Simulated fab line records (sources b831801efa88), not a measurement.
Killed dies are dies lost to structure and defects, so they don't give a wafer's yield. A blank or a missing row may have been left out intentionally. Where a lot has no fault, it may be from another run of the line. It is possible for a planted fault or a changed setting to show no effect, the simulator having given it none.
Struck lot and sound lot, side by side || flow sfq_line || 42 steps out of a route of 325
Sound: the wafers L354.1, L354.3, L354.5. Struck: wafer L357.3. (L357.6 of the same lot was not struck and is left out.) The cause comes at the end.
Each step with rows lists, per side, the tool, then ch with its chambers, then its first start. Under that, the readings that differ: sound wafers || struck wafers || difference of the means || sigmas: that difference in standard deviations of wafers without a fault.
alike: a reading whose means differ by less than 2 such deviations, as well as words and numbers matching on both sides. not compared: withheld readings; readings where some wafer has no value; bounds like >300 that might hide an equal value; numbers whose values overlap and for which the record gives no deviation.
Wherever a step has rows on one side only, a row that says differs or no value, or a row with sigmas, the two part there. Non-overlapping numbers with no deviation appear without sigmas and do not part them. A reading missing from all wafers of one side parts the sides only when that side holds two or more wafers.

first, 6 steps without rows for these wafers: SFQ_TRILAYER_M0_LITHO_COAT_026 (resist thk 62 nm); SFQ_TRILAYER_M0_LITHO_COAT_021 (resist thk 600 nm); SFQ_TRILAYER_M0_LITHO_SOFTBAKE_025; SFQ_TRILAYER_M0_LITHO_EXPOSE_022 (exposes mask M0, target cd 500 nm); SFQ_TRILAYER_M0_LITHO_PEB_024 (peb time 60 s); SFQ_TRILAYER_M0_LITHO_DEVELOP_023 (time 60 s).
SFQ_M0_OVL_MEAS_906:
  sound: overlay-02 at day 7 22:12; struck: overlay-02 at day 8 10:40
  alike: M0_OVL
SFQ_TRILAYER_M0_BARC_OPEN_METAL_ETCH_031: etches BARC in O2, target depth 125 nm, time 41.7 s.
  sound on rie_metal-01 ch 0,1, day 7 22:14; struck on rie_metal-02 ch 1, day 8 10:42
  alike: drypump_motor_current_A, oes_product_au
  not compared: rf_hours_counter_h
SFQ_TRILAYER_M0_ETCH_METAL_ETCH_024: etches Nb in Cl2/Ar, stops on SiO2, target depth 240 nm, time 120 s.
  sound on rie_metal-01 ch 0,1, day 7 22:18; struck on rie_metal-02 ch 1, day 8 10:47
  alike: drypump_motor_current_A, oes_product_au
  not compared: rf_hours_counter_h
then, 2 steps without rows for these wafers: SFQ_TRILAYER_M0_STRIP_STRIP_025 (strips in O2); SFQ_TRILAYER_M0_STRIP_SOLV_CLEAN_026 (cleans in NMP, time 600 s).
SFQ_TRILAYER_I0_DEP_PECVD_027: deposits SiO2 from SiH4/N2O, time 111.11 s, target thk 500 nm.
  sound on pecvd-01 ch 0,1,2, day 7 23:12; struck on pecvd-04 ch 0, day 8 11:38
{"reading": "heater_power_w (W)", "sound": "89 89 82", "struck": 61, "difference": -26, "sigmas": -3}
  alike: throttle_valve_pct
SFQ_TRILAYER_I0_CMP_CMP_028: polishes SiO2.
  sound on cmp-02 ch 0,1, day 8 03:53; struck on cmp-02 ch 0, day 8 12:29
{"reading": "time_to_endpoint_s (s)", "sound": "221 210 221", "struck": 180, "difference": -37, "sigmas": -5}
{"reading": "model.SiO2_of_TRILAYER_I0_DEP_PECVD_027.thk_nm (nm)", "sound": "201.6 199.2 199.4", "struck": 251.1, "difference": "+51.0", "sigmas": ""}
  alike: head_pressure_psi, motor_current_A
SFQ_I0_BOW_MEAS_907:
  sound: film_metro-01 at day 8 06:23; struck: film_metro-04 at day 8 15:32
  alike: I0_BOW
SFQ_TRILAYER_I0_METRO_MEASURE_029:
  sound: film_metro-01 at day 8 06:31; struck: film_metro-04 at day 8 16:01
{"reading": "thk_nm (nm)", "sound": "201.7 199.3 199.4", "struck": 251.2, "difference": "+51.1", "sigmas": "+36"}
then, 6 steps without rows for these wafers: SFQ_TRILAYER_I0_VIA_LITHO_COAT_036 (resist thk 62 nm); SFQ_TRILAYER_I0_VIA_LITHO_COAT_031 (resist thk 650 nm); SFQ_TRILAYER_I0_VIA_LITHO_SOFTBAKE_035; SFQ_TRILAYER_I0_VIA_LITHO_EXPOSE_032 (exposes mask I0, target cd 500 nm); SFQ_TRILAYER_I0_VIA_LITHO_PEB_034 (peb time 60 s); SFQ_TRILAYER_I0_VIA_LITHO_DEVELOP_033 (time 60 s).
-- the record jumps here: 2 days lie between the struck wafers' starts before and after --
SFQ_I0_OVL_MEAS_908:
  sound: overlay-02 at day 10 17:24; struck: overlay-02 at day 11 03:01
  alike: I0_OVL
SFQ_TRILAYER_I0_VIA_BARC_OPEN_VIA_ETCH_046: etches BARC in O2, target depth 125 nm, time 41.7 s.
  sound on rie_diel-04 ch 0,1,3, day 10 17:26; struck on rie_diel-04 ch 0, day 11 03:02
  alike: drypump_motor_current_A, oes_product_au
  not compared: rf_hours_counter_h
SFQ_TRILAYER_I0_VIA_ETCH_VIA_ETCH_034: etches SiO2 in CHF3, stops on Nb, target depth 260 nm.
  sound on rie_diel-04 ch 0,1,3, day 10 17:29; struck on rie_diel-04 ch 0, day 11 03:05
{"reading": "oes_product_au (a.u.)", "sound": "0.859 0.857 0.853", "struck": 0.980, "difference": "+0.124", "sigmas": "+23"}
{"reading": "model.I0.feature_depth_nm (nm)", "sound": "201.6 199.2 199.4", "struck": 251.1, "difference": "+51.0", "sigmas": ""}
{"reading": "model.etch.depth_nm (nm)", "sound": "201.6 199.2 199.4", "struck": 251.1, "difference": "+51.0", "sigmas": ""}
  alike: drypump_motor_current_A
then, 2 steps without rows for these wafers: SFQ_TRILAYER_I0_VIA_STRIP_STRIP_035 (strips in O2); SFQ_TRILAYER_I0_VIA_STRIP_SOLV_CLEAN_036 (cleans in NMP, time 600 s).
SFQ_TRILAYER_M1_DEP_PRE_CLEAN_038: time 22.5 s.
  sound: pvd_sputter-03 at day 10 18:22; struck: pvd_sputter-04 at day 11 04:08
{"reading": "model.SiO2_of_TRILAYER_I0_DEP_PECVD_027.thk_nm (nm)", "sound": "194.1 191.7 191.8", "struck": 243.6, "difference": "+51.1", "sigmas": ""}
then, 1 step without rows for these wafers: SFQ_TRILAYER_M1_DEP_SPUTTER_037 (material Nb, target thk 200 nm, time 133.3 s).
SFQ_M1_RS_MEAS_909: measurement is done with a four-point probe.
  sound: film_metro-01 at day 10 18:29; struck: film_metro-03 at day 11 04:18
  alike: M1_NB_RS
then, 6 steps without rows for these wafers: SFQ_TRILAYER_M1_LITHO_COAT_044 (resist thk 62 nm); SFQ_TRILAYER_M1_LITHO_COAT_039 (resist thk 600 nm); SFQ_TRILAYER_M1_LITHO_SOFTBAKE_043; SFQ_TRILAYER_M1_LITHO_EXPOSE_040 (exposes mask M1, target cd 500 nm); SFQ_TRILAYER_M1_LITHO_PEB_042 (peb time 60 s); SFQ_TRILAYER_M1_LITHO_DEVELOP_041 (time 60 s).
-- the record jumps here: 3 days lie between the struck wafers' starts before and after --
SFQ_M1_OVL_MEAS_911:
  sound: overlay-02 at day 13 12:01; struck: overlay-02 at day 13 21:37
  alike: M1_OVL
then, 4 steps without rows for these wafers: SFQ_TRILAYER_M1_BARC_OPEN_METAL_ETCH_054 (etches BARC in O2, target depth 125 nm, time 41.7 s); SFQ_TRILAYER_M1_ETCH_METAL_ETCH_042 (etches Nb in Cl2/Ar, stops on SiO2, target depth 240 nm, time 120 s); SFQ_TRILAYER_M1_STRIP_STRIP_043 (strips in O2); SFQ_TRILAYER_M1_STRIP_SOLV_CLEAN_044 (cleans in NMP, time 600 s).
SFQ_TRILAYER_I1_DEP_PECVD_045: deposits SiO2 from SiH4/N2O, time 111.11 s, target thk 500 nm.
  sound on pecvd-01 ch 0,2, day 13 13:11; struck on pecvd-04 ch 2, day 13 22:47
  alike: heater_power_w, throttle_valve_pct
-- the record jumps here: 58 days lie between the struck wafers' starts before and after --
SFQ_M8_BOW_MEAS_951:
  sound: film_metro-04 at day 70 12:23; struck: film_metro-04 at day 71 13:00
{"reading": "model.etest.i0.link_ohm", "sound": "1.938 1.92 1.962", "struck": 2.022, "difference": "+0.082", "sigmas": ""}
  alike: M8_BOW

== WHERE THEY PART ==
Earliest at SFQ_TRILAYER_I0_DEP_PECVD_027; latest, in this record, at SFQ_TRILAYER_I0_VIA_ETCH_VIA_ETCH_034. Later steps at which nothing parts them and some readings are alike: SFQ_M1_RS_MEAS_909, SFQ_M1_OVL_MEAS_911, SFQ_TRILAYER_I1_DEP_PECVD_045, SFQ_M8_BOW_MEAS_951.

WHY: the cause the simulator had injected
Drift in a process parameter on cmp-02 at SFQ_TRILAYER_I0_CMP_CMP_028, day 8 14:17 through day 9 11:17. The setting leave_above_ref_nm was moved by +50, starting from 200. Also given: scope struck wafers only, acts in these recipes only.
